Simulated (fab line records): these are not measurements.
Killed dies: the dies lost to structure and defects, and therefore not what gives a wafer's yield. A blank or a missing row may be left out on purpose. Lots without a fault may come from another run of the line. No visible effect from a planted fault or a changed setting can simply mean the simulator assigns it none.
A single fault, viewed from 2 desks -- flow gf180mcu -- each desk has only its own numbers; what lay behind them comes last

## AT THE METROLOGY DESK
Lot by lot, what the gauges showed, no matter which tool ran the lot: averages of those sampled wafers that carry a number. The brackets show how far a lot's mean lies from the usual mean; more than 4 standard deviations puts the lot out of limits, marked OUT.
Columns: A = V1_BOW at GF_V1_BOW_MEAS_05, usual 82 um; B = M2_ALCU_RS at GF_M2_RS_MEAS_05, usual 0.0673 ohm/sq; C = M2_ALCU_THK at GF_M2_THK_MEAS_06, usual 471 nm; D = V2_CVD_02_THK at GF_V2_THK_MEAS_03, usual 850 nm
lot,first seen here,A,B,C,D
L311,day 17 17:10,83,0.0679,467,846
L312,day 18 03:58,87,0.0679,467,852
L317,day 19 15:00,75,0.1018 (+44) OUT,357 (-21) OUT,840
L318,day 20 07:10,82,0.1000 (+42) OUT,362 (-20) OUT,858
L323,day 22 01:30,84,0.0667,473,840
L324,day 22 09:15,81,0.0662,480,840
L325,day 22 17:17,77,0.0669,473,838
L328,day 23 21:03,86,0.0666,476,842
L329,day 24 02:09,87,0.0672,471,866
L330,day 24 06:34,85,0.0672,474,856
L332,day 25 00:37,83,0.0664,480,855
This desk reports L317, L318 out of limits; the earliest was L317 at day 20 17:14 (M2_ALCU_RS at GF_M2_RS_MEAS_05). Within limits: L311, L312, L323, L324, L325, L328, L329, L330, L332.

## TOOL OWNER'S DESK, pvd_sputter-02
The tool's own readings at GF_M2_SPUTTER_02 (material AlCu, target thk 450 nm, time 23.9 s): means of the sampled wafers that have a number, for each lot that ran on this tool. The brackets show how far a lot's mean lies from the usual mean; more than 4 standard deviations puts the lot out of limits, marked OUT.
Columns: A = chamber_pressure_pa at GF_M2_SPUTTER_02, usual 0.4000 Pa; B = throttle_valve_pct at GF_M2_SPUTTER_02, usual 30.8 %
lot,first seen here,A,B
L312,day 19 05:19,0.3995,29.5
L317,day 20 17:08,0.3997,29.9
L318,day 21 08:08,0.4001,30.0
This desk's finding: nothing out of limits on any of the 3 lots.

## PUT TOGETHER
At day 20 17:14 the metrology desk could have sounded an alarm, on L317, L318.
The desk of the tool owner found nothing out of limits.
On record at the tool owner's desk: L317, L318, within its limits.
Of the lots named, all ran GF_M2_SPUTTER_02 on pvd_sputter-02.

## WHAT THE SIMULATOR HAD PUT IN
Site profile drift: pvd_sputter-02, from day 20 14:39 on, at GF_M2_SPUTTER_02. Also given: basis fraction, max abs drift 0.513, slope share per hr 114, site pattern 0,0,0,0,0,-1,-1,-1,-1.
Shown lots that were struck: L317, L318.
Per desk, hours elapsed from the start of the fault to the first reading out of limits: for the metrology desk, 3.
